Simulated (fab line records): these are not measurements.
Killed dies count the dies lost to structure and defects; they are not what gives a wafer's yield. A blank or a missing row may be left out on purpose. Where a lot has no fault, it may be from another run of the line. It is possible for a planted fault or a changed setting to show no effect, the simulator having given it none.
Split-lot study || flow sky130 || on a route of 708 steps: 5 lots, 23 wafers read

== THE SPLIT ==
At SKY_VT_ADJUST_HVTR_DEVELOP_06 (develop time 60 s), the setting develop-time-s was moved away from the recipe's 60 s on 8 of the 23 wafers read, by -13.2% to +11.1%. All remaining wafers had this setting at the recipe value.

No step appears in the file between the split and the reading.

== THE READING ==
cd-nm at SKY_VT_ADJUST_HVTR_CD_MEAS_07, given in nm (cd target 380 nm). A value of 380.8 nm with a standard deviation of 3 nm is what fault-free wafers of this fab line usually give.

{"wafer": "L075.1", "tool, chamber at the split": "litho-track-02, 0", "develop-time-s as run, s": 52.11, "against the recipe": "-13.2%", "cd-nm, nm": 369.2, "against lot-mates on the recipe": -15.9}
{"wafer": "L075.2", "tool, chamber at the split": "litho-track-02, 0", "develop-time-s as run, s": 60, "against the recipe": "recipe", "cd-nm, nm": 385.1, "against lot-mates on the recipe": "-"}
{"wafer": "L075.3", "tool, chamber at the split": "litho-track-02, 0", "develop-time-s as run, s": 60, "against the recipe": "recipe", "cd-nm, nm": 385.2, "against lot-mates on the recipe": "-"}
{"wafer": "L075.4", "tool, chamber at the split": "litho-track-02, 0", "develop-time-s as run, s": 52.11, "against the recipe": "-13.2%", "cd-nm, nm": 367.4, "against lot-mates on the recipe": -17.8}
{"wafer": "L075.6", "tool, chamber at the split": "litho-track-02, 0", "develop-time-s as run, s": 52.11, "against the recipe": "-13.2%", "cd-nm, nm": 367.9, "against lot-mates on the recipe": -17.2}
{"wafer": "L078.1", "tool, chamber at the split": "litho-track-02, 0", "develop-time-s as run, s": 60, "against the recipe": "recipe", "cd-nm, nm": 380.2, "against lot-mates on the recipe": "-"}
{"wafer": "L078.2", "tool, chamber at the split": "litho-track-02, 0", "develop-time-s as run, s": 60, "against the recipe": "recipe", "cd-nm, nm": 385.6, "against lot-mates on the recipe": "-"}
{"wafer": "L078.3", "tool, chamber at the split": "litho-track-02, 0", "develop-time-s as run, s": 60, "against the recipe": "recipe", "cd-nm, nm": 380.8, "against lot-mates on the recipe": "-"}
{"wafer": "L078.4", "tool, chamber at the split": "litho-track-02, 0", "develop-time-s as run, s": 60, "against the recipe": "recipe", "cd-nm, nm": 380.1, "against lot-mates on the recipe": "-"}
{"wafer": "L078.6", "tool, chamber at the split": "litho-track-02, 0", "develop-time-s as run, s": 60, "against the recipe": "recipe", "cd-nm, nm": 387.2, "against lot-mates on the recipe": "-"}
{"wafer": "L079.2", "tool, chamber at the split": "litho-track-02, 0", "develop-time-s as run, s": 55.01, "against the recipe": "-8.3%", "cd-nm, nm": 370.3, "against lot-mates on the recipe": -5.4}
{"wafer": "L079.3", "tool, chamber at the split": "litho-track-02, 0", "develop-time-s as run, s": 60, "against the recipe": "recipe", "cd-nm, nm": 378.2, "against lot-mates on the recipe": "-"}
{"wafer": "L079.4", "tool, chamber at the split": "litho-track-02, 0", "develop-time-s as run, s": 55.01, "against the recipe": "-8.3%", "cd-nm, nm": 363.8, "against lot-mates on the recipe": -11.9}
{"wafer": "L079.5", "tool, chamber at the split": "litho-track-02, 0", "develop-time-s as run, s": 60, "against the recipe": "recipe", "cd-nm, nm": 371.3, "against lot-mates on the recipe": "-"}
{"wafer": "L079.6", "tool, chamber at the split": "litho-track-02, 0", "develop-time-s as run, s": 60, "against the recipe": "recipe", "cd-nm, nm": 377.6, "against lot-mates on the recipe": "-"}
{"wafer": "L080.1", "tool, chamber at the split": "litho-track-04, 0", "develop-time-s as run, s": 60, "against the recipe": "recipe", "cd-nm, nm": 380.4, "against lot-mates on the recipe": "-"}
{"wafer": "L080.5", "tool, chamber at the split": "litho-track-04, 0", "develop-time-s as run, s": 60, "against the recipe": "recipe", "cd-nm, nm": 378.8, "against lot-mates on the recipe": "-"}
{"wafer": "L080.6", "tool, chamber at the split": "litho-track-04, 0", "develop-time-s as run, s": 60, "against the recipe": "recipe", "cd-nm, nm": 377.0, "against lot-mates on the recipe": "-"}
{"wafer": "L081.1", "tool, chamber at the split": "litho-track-03, 0", "develop-time-s as run, s": 66.68, "against the recipe": "+11.1%", "cd-nm, nm": 386.3, "against lot-mates on the recipe": "+6.2"}
{"wafer": "L081.2", "tool, chamber at the split": "litho-track-03, 0", "develop-time-s as run, s": 60, "against the recipe": "recipe", "cd-nm, nm": 383.5, "against lot-mates on the recipe": "-"}
{"wafer": "L081.4", "tool, chamber at the split": "litho-track-03, 0", "develop-time-s as run, s": 66.68, "against the recipe": "+11.1%", "cd-nm, nm": 396.1, "against lot-mates on the recipe": "+16.0"}
{"wafer": "L081.5", "tool, chamber at the split": "litho-track-03, 0", "develop-time-s as run, s": 60, "against the recipe": "recipe", "cd-nm, nm": 376.7, "against lot-mates on the recipe": "-"}
{"wafer": "L081.6", "tool, chamber at the split": "litho-track-03, 0", "develop-time-s as run, s": 66.68, "against the recipe": "+11.1%", "cd-nm, nm": 392.8, "against lot-mates on the recipe": "+12.7"}

THE FIT
A straight line over all 23 wafers: cd-nm changes by +1.05 nm for each +1% of develop-time-s; r = +0.86; the points scatter about the line by 4.2 nm.
The same after taking each lot's own level away (the mean of its wafers on the recipe; 23 wafers): +1.16 nm for each +1%; r = +0.94; scatter 3 nm.
Per that fit: largest develop-time-s move, reading shift of 15 nm.
Measured against the standard deviation above, the lots' own levels, which go from 375.70 to 385.15 nm, span 3.1 times it.
Consequently the slope shifts little with the lot-to-lot level, the two slopes agreeing.
Check: with one of the wafers moved furthest among these (-13.2%) left out of the fit, the line predicts -15.5 nm for it against its lot-mates. Against them it came out at -15.9 nm.

== OTHER SPLITS ON THESE WAFERS ==
Other splits were also applied to these wafers ahead of the reading. Each is held against what the fit with the lots' levels taken away leaves over:
{"other split on the same wafers": "SKY_FIELD_ISO_OXIDATION_01 temp-c", "wafers away from the commonest value": 18, "r with cd-nm (lot level and that fit taken away)": "+0.04"}
{"other split on the same wafers": "SKY_FIELD_ISO_ETCH_14 time-s", "wafers away from the commonest value": 11, "r with cd-nm (lot level and that fit taken away)": "+0.11"}
{"other split on the same wafers": "SKY_PWDE_IMPLANT_08 energy-kev", "wafers away from the commonest value": 9, "r with cd-nm (lot level and that fit taken away)": -0.10}
{"other split on the same wafers": "SKY_NWELL_COAT_05 resist-thk-nm", "wafers away from the commonest value": 9, "r with cd-nm (lot level and that fit taken away)": "+0.21"}
{"other split on the same wafers": "SKY_NWELL_IMPLANT_11 energy-kev", "wafers away from the commonest value": 7, "r with cd-nm (lot level and that fit taken away)": "+0.02"}
{"other split on the same wafers": "SKY_NWELL_IMPLANT_24 dose-cm2", "wafers away from the commonest value": 8, "r with cd-nm (lot level and that fit taken away)": "+0.03"}
{"other split on the same wafers": "SKY_VT_ADJUST_HVTP_IMPLANT_09 energy-kev", "wafers away from the commonest value": 6, "r with cd-nm (lot level and that fit taken away)": "+0.03"}
{"other split on the same wafers": "SKY_VT_ADJUST_NCORE_COAT_02 spin-rpm", "wafers away from the commonest value": 9, "r with cd-nm (lot level and that fit taken away)": "+0.21"}
{"other split on the same wafers": "SKY_VT_ADJUST_HVTR_COAT_02 resist-thk-nm", "wafers away from the commonest value": 9, "r with cd-nm (lot level and that fit taken away)": -0.64}

== THE FILE'S OWN FIT ==
cd-nm changes by +1.16 nm for each +1% of develop-time-s, r = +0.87.
